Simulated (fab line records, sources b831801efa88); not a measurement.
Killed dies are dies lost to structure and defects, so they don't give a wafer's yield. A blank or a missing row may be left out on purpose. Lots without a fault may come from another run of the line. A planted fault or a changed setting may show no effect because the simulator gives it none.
fab line records | flow sky130
record lots=5 wafers=15 last_day=50
route steps=708 shown METAL4@621 VIA4@639
lots that met no fault: from a run of the same line without faults
start_h: hours from the record's first day to the start of the lot's first wafer shown | wait_h: hours since the lot's step before | " the same as in the row above | L1.1+2: a row that stands for several wafers | - no value, or no start given | * or withheld: withheld | < > ~ a bound
route shown NAME@n: a module of which the file shows steps, and the number in the route of the first | usual: mean/standard deviation of fault-free wafers | same: alike in all rows | chamber/n: place in a boat | sites: the reading at each site | _std_site: their standard deviation | _edge_site: outer sites' mean less inner sites' | radius_mm: how far each site lies from the wafer's centre | mask NAME#n: copy n | behind: the tool/chamber that last shaped the wafer | hold: why the lot was held/for how many hours/how that ended | device: the transistor (n, p or np) that didn't switch | end of line: the same wafers' tests at the end of the route | a step without rows: its recipe alone | killed: dies lost to structure and defects at the first sort, not the wafer's yield | map: a wafer's dies, x killed, . not, _ none there
set.NAME: the setting as run; set.NAME@STEP: as run at that earlier step | model.NAME: the simulator's own value behind a step, which no gauge read
lots at some steps of the route; a table a step, a row a wafer
services: from which hour (start_h, from the record's first day; less than 0 if before it) a tool's chamber was out of use, for how many hours, and why
## steps
# step SKY_METAL4_DEHYDRATE_05
# recipe temp_c=200 time_s=60
# columns lot.wafer tool chamber start_h wait_h
L077.1+3+4 litho_track-03 0 981.79 11.0
L083.1+3+5 litho_track-01 0 1031.07 9.9
L090.1+3+4 litho_track-03 0 1071.99 9.4
L091.1+5+6 litho_track-03 0 1079.34 9.5
L096.1+2+3 litho_track-01 0 1106.68 10.1
# step SKY_METAL4_HMDS_06
# recipe prime_time_s=60 prime_temp_c=120
# columns lot.wafer tool chamber start_h wait_h
L077.1+3+4 litho_track-03 0 981.94 0.1
L083.1+3+5 litho_track-01 0 1031.22 0.1
L090.1+3+4 litho_track-03 0 1072.14 0.1
L091.1+5+6 litho_track-03 0 1079.49 0.1
L096.1+2+3 litho_track-01 0 1106.83 0.1
# step SKY_METAL4_COAT_07
# recipe resist=BARC temp_c=withheld time_s=withheld spin_rpm=3000 resist_thk_nm=60
# usual spin_speed_rpm=3000.2/2.2
# columns lot.wafer tool chamber start_h wait_h spin_speed_rpm
L077.1 litho_track-03 0 982.09 0.1 3000.2
L077.3 " 0 " " 2998.3
L077.4 " 0 " " 2999.2
L083.1 litho_track-01 0 1031.37 0.1 3000.6
L083.3 " 0 " " 3000.0
L083.5 " 0 " " 2998.3
L090.1 litho_track-03 0 1072.29 0.1 2999.6
L090.3 " 0 " " 3001.6
L090.4 " 0 " " 3001.7
L091.1 litho_track-03 0 1079.64 0.1 3002.6
L091.5 " 0 " " 3002.0
L091.6 " 0 " " 3001.4
L096.1 litho_track-01 0 1106.98 0.1 3002.5
L096.2 " 0 " " 3001.1
L096.3 " 0 " " 3001.9
# step SKY_METAL4_COAT_08
# recipe resist=KrF-thick spin_rpm=3000 resist_thk_nm=1140
# usual spin_speed_rpm=2999.6/1.9
# columns lot.wafer tool chamber start_h wait_h spin_speed_rpm
L077.1 litho_track-03 0 - - 2997.6
L077.3 " 0 " " 2994.5
L077.4 " 0 " " 3001.4
L083.1 litho_track-01 0 - - 2999.0
L083.3 " 0 " " 3000.3
L083.5 " 0 " " 3003.0
L090.1 litho_track-03 0 - - 3000.2
L090.3 " 0 " " 2995.3
L090.4 " 0 " " 3002.2
L091.1 litho_track-03 0 - - 2998.7
L091.5 " 0 " " 2996.1
L091.6 " 0 " " 2998.3
L096.1 litho_track-01 0 - - 2999.9
L096.2 " 0 " " 2999.4
L096.3 " 0 " " 2997.7
# step SKY_METAL4_SOFTBAKE_09
# recipe temp_c=100 time_s=90 resist=KrF-thick
# columns lot.wafer tool chamber start_h wait_h
L077.1+3+4 litho_track-03 0 - -
L083.1+3+5 litho_track-01 0 - -
L090.1+3+4 litho_track-03 0 - -
L091.1+5+6 litho_track-03 0 - -
L096.1+2+3 litho_track-01 0 - -
# step SKY_METAL4_EXPOSE_10
# recipe mask_id=MM4 na=0.68 source_shape=annular sigma_inner=0.4 sigma_outer=0.8 target_cd_nm=300 dose_mj=28
# columns lot.wafer tool chamber start_h wait_h mask
L077.1+3+4 krf_scanner-01 0 - - MM4#0
L083.1+3+5 krf_scanner-02 0 - - MM4#0
L090.1+3+4 krf_scanner-02 0 - - MM4#0
L091.1+5+6 krf_scanner-02 0 - - MM4#0
L096.1+2+3 krf_scanner-02 0 - - MM4#0
# step SKY_METAL4_PEB_11
# recipe peb_temp_c=withheld peb_time_s=withheld resist=KrF-thick
# columns lot.wafer tool chamber start_h wait_h
L077.1+3+4 litho_track-03 0 - -
L083.1+3+5 litho_track-01 0 - -
L090.1+3+4 litho_track-03 0 - -
L091.1+5+6 litho_track-02 0 - -
L096.1+2+3 litho_track-03 0 - -
# step SKY_METAL4_DEVELOP_12
# recipe develop_time_s=60 resist=KrF-thick dev_temp_c=21
# usual developer_temp_C=21.02/0.093
# columns lot.wafer tool chamber start_h wait_h developer_temp_C
L077.1 litho_track-03 0 - - 21.04
L077.3 " 0 " " 21.26
L077.4 " 0 " " 21.07
L083.1 litho_track-01 0 - - 21.03
L083.3 " 0 " " 21.08
L083.5 " 0 " " 20.97
L090.1 litho_track-03 0 - - 20.91
L090.3 " 0 " " 21.04
L090.4 " 0 " " 20.95
L091.1 litho_track-02 0 - - 21.07
L091.5 " 0 " " 20.99
L091.6 " 0 " " 20.90
L096.1 litho_track-03 0 - - 21.08
L096.2 " 0 " " 21.04
L096.3 " 0 " " 21.10
# step SKY_METAL4_CD_MEAS_13
# recipe target_cd_nm=300
# usual cd_nm=299.9/1.4
# columns lot.wafer tool chamber start_h wait_h cd_nm
L077.1 cd_sem-01 - 994.54 - 299.1
L077.3 " - " " 299.0
L077.4 " - " " 299.3
L083.1 cd_sem-01 - 1043.68 - 299.6
L083.3 " - " " 298.5
L083.5 " - " " 299.5
L090.1 cd_sem-02 - 1083.69 - 299.4
L090.3 " - " " 299.6
L090.4 " - " " 297.5
L091.1 cd_sem-02 - 1090.44 - 299.3
L091.5 " - " " 299.3
L091.6 " - " " 300.2
L096.1 cd_sem-01 - 1116.49 - 300.8
L096.2 " - " " 299.6
L096.3 " - " " 299.1
# step SKY_METAL4_OVL_MEAS_14
# usual METAL4_OVL=3/5.8
# columns lot.wafer tool chamber start_h wait_h METAL4_OVL[nm]
L077.1 overlay-01 - 994.66 0.1 -1
L077.3 " - " " 4
L077.4 " - " " 5
L083.1 overlay-02 - 1043.80 0.1 -2
L083.3 " - " " 4
L083.5 " - " " 2
L090.1 overlay-01 - 1083.81 0.1 -1
L090.3 " - " " -1
L090.4 " - " " 6
L091.1 overlay-02 - 1090.56 0.1 8
L091.5 " - " " 7
L091.6 " - " " -3
L096.1 overlay-01 - 1116.61 0.1 3
L096.2 " - " " -4
L096.3 " - " " 1
# step SKY_METAL4_DESCUM_15
# recipe chemistry=O2 source_power_w=150 bias_power_w=0 pressure_mtorr=10 temp_c=40 time_s=8
# usual chamber_pressure_mTorr=10.000/0.0087 drypump_motor_current_A=5.6/0.39 he_backside_leak_sccm=3.19/0.17 oes_product_au=0.998/0.014
# columns lot.wafer tool chamber start_h wait_h chamber_pressure_mTorr drypump_motor_current_A he_backside_leak_sccm oes_product_au rf_hours_counter_h
L077.1 rie_metal-02 1 994.70 0.0 10.010 5.3 3.06 0.982 8
L077.3 " 1 " " 10.010 5.3 3.16 0.974 -
L077.4 " 0 " " 10.023 5.7 3.05 1.002 -
L083.1 rie_metal-04 0 1043.83 0.0 9.997 6.3 3.15 0.998 1
L083.3 " 1 " " 9.988 5.1 3.13 0.991 -
L083.5 " 0 " " 10.000 6.3 3.09 1.012 -
L090.1 rie_metal-02 0 1083.85 0.0 10.005 5.7 3.11 0.995 8
L090.3 " 0 " " 10.004 5.7 3.15 1.001 -
L090.4 " 1 " " 9.999 5.3 3.37 0.990 -
L091.1 rie_metal-03 1 1090.60 0.0 10.011 5.9 2.87 1.015 12
L091.5 " 1 " " 10.010 5.9 2.81 1.005 -
L091.6 " 0 " " 9.999 5.4 3.60 1.007 -
L096.1 rie_metal-02 1 1116.65 0.0 10.008 5.2 3.20 0.984 15
L096.2 " 0 " " 9.987 5.7 2.96 1.007 11
L096.3 " 1 " " 9.996 5.2 3.28 0.992 -
# step SKY_METAL4_ETCH_16
# recipe chemistry=N2/H2 target=BARC ion_energy_ev=200 bias_w=100 pressure_mtorr=30 n2_flow_sccm=100 h2_flow_sccm=200 icp_w=500 stop_on=SiO2 time_s=88.2 target_depth_a=600
# usual chamber_pressure_mTorr=29.998/0.025 drypump_motor_current_A=5.6/0.39 h2_flow_sccm=200.1/0.59 he_backside_leak_sccm=3.21/0.16 oes_product_au=0.626/0.0046 throttle_valve_pct=13.207/0.0092
# columns lot.wafer tool chamber start_h wait_h chamber_pressure_mTorr drypump_motor_current_A h2_flow_sccm he_backside_leak_sccm oes_product_au rf_hours_counter_h throttle_valve_pct
L077.1 rie_metal-02 1 994.73 0.0 30.007 5.3 199.6 2.95 0.619 8 13.198
L077.3 " 1 " " 30.020 5.2 198.8 3.12 0.623 - 13.210
L077.4 " 0 " " 30.008 5.7 200.1 3.24 0.629 - 13.210
L083.1 rie_metal-04 0 1043.86 0.0 30.009 6.3 200.6 3.44 0.630 1 13.194
L083.3 " 1 " " 29.943 5.1 200.6 3.16 0.631 - 13.232
L083.5 " 0 " " 29.968 6.3 200.0 3.21 0.622 - 13.204
L090.1 rie_metal-02 0 1083.88 0.0 30.025 5.7 199.8 2.99 0.626 8 13.198
L090.3 " 0 " " 29.986 5.7 198.9 2.99 0.622 - 13.203
L090.4 " 1 " " 30.014 5.2 199.4 3.34 0.628 - 13.202
L091.1 rie_metal-03 1 1090.63 0.0 30.028 5.9 200.4 2.82 0.626 12 13.215
L091.5 " 1 " " 29.989 5.9 201.2 3.11 0.623 - 13.213
L091.6 " 0 " " 29.981 5.4 200.2 3.31 0.630 - 13.216
L096.1 rie_metal-02 1 1116.68 0.0 30.021 5.2 200.6 3.18 0.626 15 13.214
L096.2 " 0 " " 29.997 5.7 199.8 3.22 0.627 11 13.196
L096.3 " 1 " " 30.010 5.2 201.0 3.13 0.627 - 13.204
# step SKY_METAL4_ETCH_17
# recipe target=SiO2 stop_on=TiN chemistry=C4F8/O2/Ar source_w=1500 bias_w=1200 pressure_mtorr=40 c4f8_flow_sccm=withheld O2_flow_sccm=6 Ar_flow_sccm=300 time_s=3.9 target_depth_a=150
# usual chamber_pressure_mTorr=40.00/0.032 oes_product_au=0.754/0.0077
# columns lot.wafer tool chamber start_h wait_h chamber_pressure_mTorr oes_product_au rf_hours_counter_h
L077.1 rie_diel-02 3 994.83 0.1 39.93 0.743 11
L077.3 " 0 " " 40.00 0.737 8
L077.4 " 1 " " 39.97 0.759 9
L083.1 rie_diel-02 0 1043.96 0.1 39.95 0.755 10
L083.3 " 2 " " 40.04 0.751 21
L083.5 " 2 " " 40.00 0.759 -
L090.1 rie_diel-02 1 1083.98 0.1 39.97 0.747 12
L090.3 " 0 " " 39.95 0.760 11
L090.4 " 3 " " 39.98 0.743 15
L091.1 rie_diel-03 2 1090.73 0.1 39.97 0.771 18
L091.5 " 1 " " 39.99 0.745 -
L091.6 " 2 " " 39.98 0.755 -
L096.1 rie_diel-04 1 1116.78 0.1 39.97 0.755 20
L096.2 " 2 " " 40.01 0.746 20
L096.3 " 3 " " 40.01 0.746 27
# step SKY_METAL4_METAL_ETCH_18
# recipe target_depth_a=8450 stop_on=SiO2 over_etch_frac=0.3 time_s=183.1 chemistry=Cl2/BCl3 resist_sidewall_deg=88 pressure_mtorr=10 icp_w=900 bias_w=48.5 Cl2_flow_sccm=60 bcl3_flow_sccm=30
# usual chamber_pressure_mTorr=9.999/0.009 drypump_motor_current_A=5.6/0.46 he_backside_leak_sccm=3.3/0.36 oes_product_au=0.867/0.0062 throttle_valve_pct=22.264/0.0087
# same over_etch_frac=0.3
# columns lot.wafer tool chamber start_h wait_h chamber_pressure_mTorr drypump_motor_current_A he_backside_leak_sccm oes_product_au rf_hours_counter_h throttle_valve_pct
L077.1 rie_metal-04 1 994.85 0.0 10.000 5.1 3.4 0.866 16 22.249
L077.3 " 0 " " 9.994 6.3 3.4 0.850 - 22.261
L077.4 " 1 " " 10.008 5.0 3.1 0.859 - 22.247
L083.1 rie_metal-03 1 1043.98 0.0 10.003 5.9 3.1 0.867 8 22.273
L083.3 " 0 " " 10.007 5.4 3.6 0.857 - 22.255
L083.5 " 0 " " 9.989 5.4 3.6 0.870 - 22.245
L090.1 rie_metal-03 0 1084.00 0.0 9.987 5.4 3.6 0.871 8 22.268
L090.3 " 0 " " 10.000 5.4 3.6 0.864 - 22.258
L090.4 " 1 " " 9.992 5.9 3.1 0.861 - 22.259
L091.1 rie_metal-04 0 1090.75 0.0 10.017 6.3 3.3 0.875 4 22.255
L091.5 " 1 " " 9.996 5.1 2.9 0.868 - 22.270
L091.6 " 0 " " 9.999 6.3 3.3 0.865 - 22.271
L096.1 rie_metal-04 0 1116.80 0.0 9.996 6.3 3.2 0.869 7 22.268
L096.2 " 1 " " 10.008 5.0 3.2 0.860 25 22.275
L096.3 " 0 " " 9.986 6.3 3.1 0.865 - 22.264
# step SKY_METAL4_STRIP_19
# recipe chemistry=O2/N2 power_w=1400 pressure_mtorr=1500 platen_temp_c=withheld o2_flow_sccm=3000 n2_flow_sccm=300 overash_fraction=0.5
# usual chamber_pressure_mTorr=1500.0/1.3 drypump_motor_current_A=5.8/0.37 oes_product_au=0.503/0.0068 strip_time_to_endpoint_s=6.55/0.11
# columns lot.wafer tool chamber start_h wait_h chamber_pressure_mTorr drypump_motor_current_A oes_product_au rf_hours_counter_h strip_time_to_endpoint_s
L077.1 plasma_asher-01 1 995.03 0.1 1498.2 5.2 0.509 117 6.59
L077.3 " 1 " " 1500.0 5.1 0.502 - 6.50
L077.4 " 0 " " 1498.8 5.8 0.502 - 6.61
L083.1 plasma_asher-04 1 1044.16 0.1 1500.2 5.9 0.495 31 6.33
L083.3 " 1 " " 1502.1 5.9 0.498 - 6.44
L083.5 " 0 " " 1500.0 6.3 0.503 - 6.44
L090.1 plasma_asher-02 0 1084.18 0.1 1501.0 5.5 0.496 97 6.42
L090.3 " 1 " " 1499.3 6.1 0.501 - 6.42
L090.4 " 0 " " 1498.9 5.5 0.495 - 6.36
L091.1 plasma_asher-02 0 1090.93 0.1 1500.2 5.5 0.510 98 6.61
L091.5 " 1 " " 1499.9 6.1 0.511 - 6.64
L091.6 " 0 " " 1500.1 5.5 0.506 - 6.60
L096.1 plasma_asher-02 0 1116.98 0.1 1501.1 5.5 0.503 100 6.63
L096.2 " 1 " " 1497.3 6.1 0.503 100 6.63
L096.3 " 0 " " 1501.9 5.5 0.500 - 6.57
# step SKY_METAL4_STRIP_20
# recipe chemistry=post_etch_residue_remover time_s=1200 temp_c=72.5
# columns lot.wafer tool chamber start_h wait_h
L077.1+3+4 wet_bench-02 2 995.13 0.1
L083.1+3+5 wet_bench-04 0 1044.26 0.1
L090.1+3+4 wet_bench-01 2 1084.28 0.1
L091.1+5+6 wet_bench-04 0 1091.03 0.1
L096.1+2+3 wet_bench-01 3 1117.08 0.1
# step SKY_METAL4_CLEAN_21
# recipe chemistry=IPA time_s=180 temp_c=25
# columns lot.wafer tool chamber start_h wait_h
L077.1+3+4 wet_bench-01 2 995.47 0.0
L083.1+3+5 wet_bench-04 3 1044.60 0.0
L090.1+3+4 wet_bench-01 1 1084.65 0.0
L091.1+5+6 wet_bench-02 2 1091.37 0.0
L096.1+2+3 wet_bench-04 2 1117.42 0.0
# step SKY_METAL4_CLEAN_22
# recipe chemistry=O3/DIW dry=n2_spin
# columns lot.wafer tool chamber start_h wait_h
L077.1+3+4 wet_bench-02 1 995.53 0.0
L083.1+3+5 wet_bench-01 0 1044.66 0.0
L090.1+3+4 wet_bench-04 0 1084.71 0.0
L091.1+5+6 wet_bench-01 2 1091.43 0.0
L096.1+2+3 wet_bench-01 2 1117.48 0.0
# step SKY_VIA4_HDPCVD_00
# recipe material=SiO2 target_thk_nm=1750 sigma_open_frac=0.3 time_s=291.7 temp_c=400 sih4_flow_sccm=60 pressure_mtorr=6
# columns lot.wafer tool chamber start_h wait_h
L077.1+3+4 hdpcvd-02 1,0,0 995.62 0.0
L083.1+3+5 hdpcvd-01 2,0,2 1044.76 0.0
L090.1+3+4 hdpcvd-01 0,2,0 1084.80 0.0
L091.1+5+6 hdpcvd-01 1,0,2 1091.53 0.0
L096.1+2+3 hdpcvd-01 2,1,0 1117.57 0.0
# step SKY_VIA4_THK_MEAS_01
# recipe reads=SiO2_of_VIA4_HDPCVD_00
# usual VIA4_HDPCVD_THK=1751/18
# columns lot.wafer tool chamber start_h wait_h VIA4_HDPCVD_THK[nm]
L077.1 film_metro-03 - 995.80 0.1 1753
L077.3 " - " " 1736
L077.4 " - " " 1755
L083.1 film_metro-04 - 1044.94 0.1 1773
L083.3 " - " " 1741
L083.5 " - " " 1775
L090.1 film_metro-03 - 1084.98 0.1 1752
L090.3 " - " " 1756
L090.4 " - " " 1725
L091.1 film_metro-01 - 1091.71 0.1 1756
L091.5 " - " " 1749
L091.6 " - " " 1765
L096.1 film_metro-01 - 1117.75 0.1 1739
L096.2 " - " " 1739
L096.3 " - " " 1702
# step SKY_VIA4_CMP_02
# recipe material=SiO2 down_force_psi=4 platen_rpm=60 pad_velocity_m_s=0.94248
# usual edge_zone_pressure_frac=0.999/0.005 motor_current_A=12.0/0.8 platen_rpm=60.00/0.043
# columns lot.wafer tool chamber start_h wait_h edge_zone_pressure_frac motor_current_A platen_rpm
L077.4 cmp-01 2 995.86 0.0 0.996 12.9 59.93
L077.1 " 3 " " 0.999 12.7 60.03
L077.3 " 0 " " 0.997 11.9 59.98
L083.1 cmp-01 3 1045.00 0.1 1.002 13.3 59.85
L083.3 " 1 " " 1.000 12.4 59.97
L083.5 " 3 " " 1.009 13.1 59.97
L090.3 cmp-02 1 1085.40 0.4 1.000 11.8 59.97
L090.4 " 3 " " 1.002 11.6 59.99
L090.1 " 0 " " 0.998 12.9 59.97
L091.1 cmp-02 3 1092.13 0.4 0.999 11.0 60.00
L091.6 " 3 " " 0.993 11.0 60.03
L091.5 " 0 " " 0.998 12.8 59.97
L096.1 cmp-02 0 1117.81 0.1 0.992 12.3 60.03
L096.3 " 1 " " 0.996 12.4 59.94
L096.2 " 3 " " 0.999 11.7 59.97
# step SKY_VIA4_BOW_MEAS_03
# recipe mode=bow
# usual VIA4_BOW=81/8.4
# columns lot.wafer tool chamber start_h wait_h VIA4_BOW[um]
L077.1 film_metro-01 - 996.16 0.2 81
L077.3 " - " " 91
L077.4 " - " " 90
L083.1 film_metro-04 - 1045.30 0.2 68
L083.3 " - " " 54
L083.5 " - " " 65
L090.1 film_metro-03 - 1085.70 0.1 89
L090.3 " - " " 77
L090.4 " - " " 79
L091.1 film_metro-04 - 1092.43 0.2 66
L091.5 " - " " 79
L091.6 " - " " 79
L096.1 film_metro-01 - 1118.11 0.2 72
L096.2 " - " " 84
L096.3 " - " " 82
# step SKY_VIA4_DEHYDRATE_04
# recipe temp_c=200 time_s=60
# columns lot.wafer tool chamber start_h wait_h
L077.1+3+4 litho_track-03 0 1007.39 11.2
L083.1+3+5 litho_track-03 0 1054.99 9.7
L090.1+3+4 litho_track-02 0 1094.79 9.1
L091.1+5+6 litho_track-03 0 1101.09 8.6
L096.1+2+3 litho_track-04 0 1127.66 9.5
# step SKY_VIA4_HMDS_05
# recipe prime_time_s=60 prime_temp_c=120
# columns lot.wafer tool chamber start_h wait_h
L077.1+3+4 litho_track-03 0 1007.54 0.1
L083.1+3+5 litho_track-03 0 1055.14 0.1
L090.1+3+4 litho_track-02 0 1094.94 0.1
L091.1+5+6 litho_track-03 0 1101.24 0.1
L096.1+2+3 litho_track-04 0 1127.81 0.1
# step SKY_VIA4_COAT_06
# recipe resist=NOVOLAK spin_rpm=3000 resist_thk_nm=1140
# usual spin_speed_rpm=3000.2/2
# columns lot.wafer tool chamber start_h wait_h spin_speed_rpm
L077.1 litho_track-03 0 1007.69 0.1 3003.0
L077.3 " 0 " " 3003.4
L077.4 " 0 " " 3001.6
L083.1 litho_track-03 0 1055.29 0.1 2998.2
L083.3 " 0 " " 3002.7
L083.5 " 0 " " 2998.1
L090.1 litho_track-02 0 1095.09 0.1 3001.8
L090.3 " 0 " " 3001.8
L090.4 " 0 " " 3000.3
L091.1 litho_track-03 0 1101.39 0.1 2998.2
L091.5 " 0 " " 3001.0
L091.6 " 0 " " 3002.6
L096.1 litho_track-04 0 1127.96 0.1 3001.6
L096.2 " 0 " " 2999.7
L096.3 " 0 " " 3003.4
# step SKY_VIA4_SOFTBAKE_07
# recipe temp_c=90 time_s=60 resist=NOVOLAK
# columns lot.wafer tool chamber start_h wait_h
L077.1+3+4 litho_track-03 0 1007.84 0.1
L083.1+3+5 litho_track-03 0 1055.44 0.1
L090.1+3+4 litho_track-02 0 1095.24 0.1
L091.1+5+6 litho_track-03 0 1101.54 0.1
L096.1+2+3 litho_track-04 0 1128.11 0.1
# step SKY_VIA4_EXPOSE_08
# recipe mask_id=VIM4 na=0.6 source_shape=conventional sigma_outer=0.6 polarization=unpolarized target_cd_nm=800 dose_mj=132
# columns lot.wafer tool chamber start_h wait_h mask
L077.1+3+4 iline_stepper-01 0 - - VIM4#0
L083.1+3+5 iline_stepper-02 0 - - VIM4#0
L090.1+3+4 iline_stepper-02 0 - - VIM4#0
L091.1+5+6 iline_stepper-01 0 - - VIM4#0
L096.1+2+3 iline_stepper-01 0 - - VIM4#0
# step SKY_VIA4_PEB_09
# recipe temp_c=withheld time_s=* resist=NOVOLAK
# columns lot.wafer tool chamber start_h wait_h
L077.1+3+4 litho_track-04 0 - -
L083.1+3+5 litho_track-02 0 - -
L090.1+3+4 litho_track-03 0 - -
L091.1+5+6 litho_track-03 0 - -
L096.1+2+3 litho_track-04 0 - -
# step SKY_VIA4_DEVELOP_10
# recipe resist=NOVOLAK developer=TMAH develop_time_s=60 dev_temp_c=23
# usual developer_temp_C=22.99/0.1
# columns lot.wafer tool chamber start_h wait_h developer_temp_C
L077.1 litho_track-04 0 1019.21 0.1 22.88
L077.3 " 0 " " 22.72
L077.4 " 0 " " 22.92
L083.1 litho_track-02 0 1066.79 0.1 23.04
L083.3 " 0 " " 23.00
L083.5 " 0 " " 23.18
L090.1 litho_track-03 0 1105.89 0.1 22.99
L090.3 " 0 " " 23.13
L090.4 " 0 " " 22.97
L091.1 litho_track-03 0 1111.39 0.1 23.15
L091.5 " 0 " " 23.02
L091.6 " 0 " " 22.96
L096.1 litho_track-04 0 1137.06 0.1 22.89
L096.2 " 0 " " 22.91
L096.3 " 0 " " 22.78
# step SKY_VIA4_OVL_MEAS_11
# usual VIA4_OVL=-0.3/1.2
# columns lot.wafer tool chamber start_h wait_h VIA4_OVL[nm]
L077.1 overlay-01 - 1019.36 0.1 0.9
L077.3 " - " " 1.3
L077.4 " - " " 0.1
L083.1 overlay-01 - 1066.94 0.1 0.3
L083.3 " - " " 0.4
L083.5 " - " " -0.9
L090.1 overlay-02 - 1106.04 0.1 -1.3
L090.3 " - " " -0.9
L090.4 " - " " -0.6
L091.1 overlay-01 - 1111.54 0.1 1.2
L091.5 " - " " -0.3
L091.6 " - " " 0.3
L096.1 overlay-02 - 1137.21 0.1 -0.3
L096.2 " - " " -0.2
L096.3 " - " " -0.2
# step SKY_VIA4_ETCH_12
# recipe target=SiO2 chemistry=C4F8/O2/Ar stop_on=TiN mask_material=NOVOLAK source_w=1500 bias_w=1200 pressure_mtorr=40 c4f8_flow_sccm=withheld O2_flow_sccm=6 Ar_flow_sccm=300 time_s=withheld target_depth_a=5800
# usual chamber_pressure_mTorr=40.00/0.036 oes_product_au=0.925/0.0045
# columns lot.wafer tool chamber start_h wait_h chamber_pressure_mTorr oes_product_au
L077.1 rie_diel-02 3 1019.40 0.0 39.99 0.920
L077.3 " 0 " " 40.04 0.927
L077.4 " 1 " " 40.03 0.918
L083.1 rie_diel-02 0 1066.98 0.0 40.02 0.931
L083.3 " 1 " " 39.98 0.922
L083.5 " 3 " " 39.94 0.924
L090.1 rie_diel-03 2 1106.08 0.0 39.95 0.925
L090.3 " 1 " " 40.05 0.924
L090.4 " 3 " " 40.00 0.927
L091.1 rie_diel-02 1 1111.58 0.0 39.94 0.926
L091.5 " 3 " " 40.04 0.930
L091.6 " 2 " " 39.99 0.928
L096.1 rie_diel-02 0 1137.25 0.0 40.06 0.917
L096.2 " 3 " " 40.09 0.929
L096.3 " 2 " " 39.99 0.923
# step SKY_VIA4_STRIP_13
# recipe chemistry=O2/N2 power_w=1400 pressure_mtorr=1500 platen_temp_c=withheld o2_flow_sccm=3000 n2_flow_sccm=300 overash_fraction=0.5
# usual chamber_pressure_mTorr=1499.9/1.3 drypump_motor_current_A=5.8/0.36 oes_product_au=0.709/0.0043 strip_time_to_endpoint_s=12.80/0.031
# columns lot.wafer tool chamber start_h wait_h chamber_pressure_mTorr drypump_motor_current_A oes_product_au rf_hours_counter_h strip_time_to_endpoint_s
L077.1 plasma_asher-04 0 1019.47 - 1498.0 6.3 0.705 28 12.81
L077.3 " 1 " " 1497.7 5.9 0.709 - 12.77
L077.4 " 0 " " 1501.9 6.3 0.709 - 12.80
L083.1 plasma_asher-01 1 1067.05 - 1500.6 5.2 0.708 0 12.81
L083.3 " 1 " " 1500.4 5.1 0.703 - 12.76
L083.5 " 0 " " 1498.5 5.8 0.712 - 12.78
L090.1 plasma_asher-04 1 1106.15 - 1500.7 5.9 0.700 37 12.77
L090.3 " 1 " " 1500.6 5.9 0.711 - 12.80
L090.4 " 0 " " 1498.3 6.2 0.710 - 12.82
L091.1 plasma_asher-04 0 1111.65 - 1500.2 6.3 0.697 37 12.79
L091.5 " 1 " " 1499.3 5.9 0.707 - 12.78
L091.6 " 0 " " 1500.6 6.3 0.710 - 12.77
L096.1 plasma_asher-03 1 1137.32 - 1501.0 6.1 0.706 70 12.81
L096.2 " 0 " " 1500.3 5.5 0.717 70 12.82
L096.3 " 0 " " 1499.4 5.6 0.701 - 12.85
# step SKY_VIA4_STRIP_14
# recipe chemistry=post_etch_residue_remover time_s=1200 temp_c=72.5
# columns lot.wafer tool chamber start_h wait_h
L077.1+3+4 wet_bench-03 1 1019.57 0.1
L083.1+3+5 wet_bench-02 1 1067.15 0.1
L090.1+3+4 wet_bench-01 2 1106.25 0.1
L091.1+5+6 wet_bench-01 0 1111.75 0.1
L096.1+2+3 wet_bench-02 0 1137.42 0.1
# step SKY_VIA4_CLEAN_15
# recipe chemistry=IPA time_s=180 temp_c=25
# columns lot.wafer tool chamber start_h wait_h
L077.1+3+4 wet_bench-02 0 1019.91 0.0
L083.1+3+5 wet_bench-01 2 1067.49 0.0
L090.1+3+4 wet_bench-03 0 1106.63 0.0
L091.1+5+6 wet_bench-03 2 1112.09 0.0
L096.1+2+3 wet_bench-03 1 1137.83 0.0
# step SKY_VIA4_CLEAN_16
# recipe chemistry=O3/DIW dry=n2_spin
# columns lot.wafer tool chamber start_h wait_h
L077.1+3+4 wet_bench-01 3 1019.97 0.0
L083.1+3+5 wet_bench-03 3 1067.56 0.0
L090.1+3+4 wet_bench-02 3 1106.69 0.0
L091.1+5+6 wet_bench-01 2 1112.16 0.0
L096.1+2+3 wet_bench-01 3 1137.89 0.0
# step SKY_VIA4_SPUTTER_17
# recipe material=TiN target_thk_nm=20 chamber_pressure_pa=5 power_w=4000 time_s=80
# usual chamber_pressure_pa=5.001/0.01 throttle_valve_pct=30.4/0.85
# columns lot.wafer tool chamber start_h wait_h chamber_pressure_pa throttle_valve_pct
L077.1 pvd_sputter-01 - 1020.06 0.0 4.997 30.0
L077.3 " - " " 5.002 30.3
L077.4 " - " " 5.015 29.0
L083.1 pvd_sputter-02 - 1067.66 0.0 5.011 31.3
L083.3 " - " " 5.020 29.8
L083.5 " - " " 4.996 31.3
L090.1 pvd_sputter-01 - 1106.78 0.0 5.008 30.0
L090.3 " - " " 4.999 29.5
L090.4 " - " " 4.987 30.4
L091.1 pvd_sputter-01 - 1112.25 0.0 4.997 30.3
L091.5 " - " " 4.996 30.5
L091.6 " - " " 4.990 30.6
L096.1 pvd_sputter-03 - 1137.98 0.0 5.003 30.7
L096.2 " - " " 5.004 31.0
L096.3 " - " " 5.017 30.7
# step SKY_VIA4_CVD_18
# recipe material=W target_thk_nm=505 time_s=152.14 temp_c=400 pressure_torr=40
# usual heater_power_w=861/29
# columns lot.wafer tool chamber start_h wait_h heater_power_w
L077.1 cvd_w-02 1 1020.12 0.0 800
L077.3 " 1 " " 810
L077.4 " 0 " " 890
L083.1 cvd_w-02 1 1067.72 0.0 836
L083.3 " 1 " " 809
L083.5 " 1 " " 807
L090.1 cvd_w-01 0 1106.84 0.0 879
L090.3 " 1 " " 880
L090.4 " 0 " " 915
L091.1 cvd_w-01 1 1112.31 0.0 877
L091.5 " 0 " " 875
L091.6 " 1 " " 894
L096.1 cvd_w-02 1 1138.04 0.0 809
L096.2 " 0 " " 876
L096.3 " 0 " " 863
## services
# columns tool chamber start_h hours kind
hdpcvd-01 - 963.60 15.0 pm
hdpcvd-01 - 966.21 2.1 repair
krf_scanner-02 - 970.69 1.0 pm
plasma_asher-01 - 973.02 2.8 repair
krf_scanner-02 - 978.30 0.8 pm
krf_scanner-02 - 982.15 4.0 pm
wet_bench-03 - 989.63 4.4 pm
rie_metal-02 - 1002.45 1.4 pm
hdpcvd-01 - 1008.29 2.8 pm
rie_metal-04 - 1016.54 0.5 repair
rie_metal-03 - 1029.06 2.8 pm
iline_stepper-01 - 1029.51 1.7 pm
iline_stepper-01 - 1035.79 2.1 pm
krf_scanner-02 - 1051.34 5.5 repair
krf_scanner-02 - 1056.79 1.3 pm
rie_diel-02 3 1077.73 5.2 repair
rie_diel-02 - 1096.25 0.8 repair
rie_diel-02 3 1109.42 1.6 repair
krf_scanner-02 - 1112.91 1.8 repair
pvd_sputter-01 - 1119.18 4.8 repair
plasma_asher-04 - 1120.57 14.6 pm
plasma_asher-02 - 1125.64 0.7 repair
hdpcvd-01 - 1128.83 6.0 pm
krf_scanner-02 - 1132.14 3.6 pm
## key
fault none
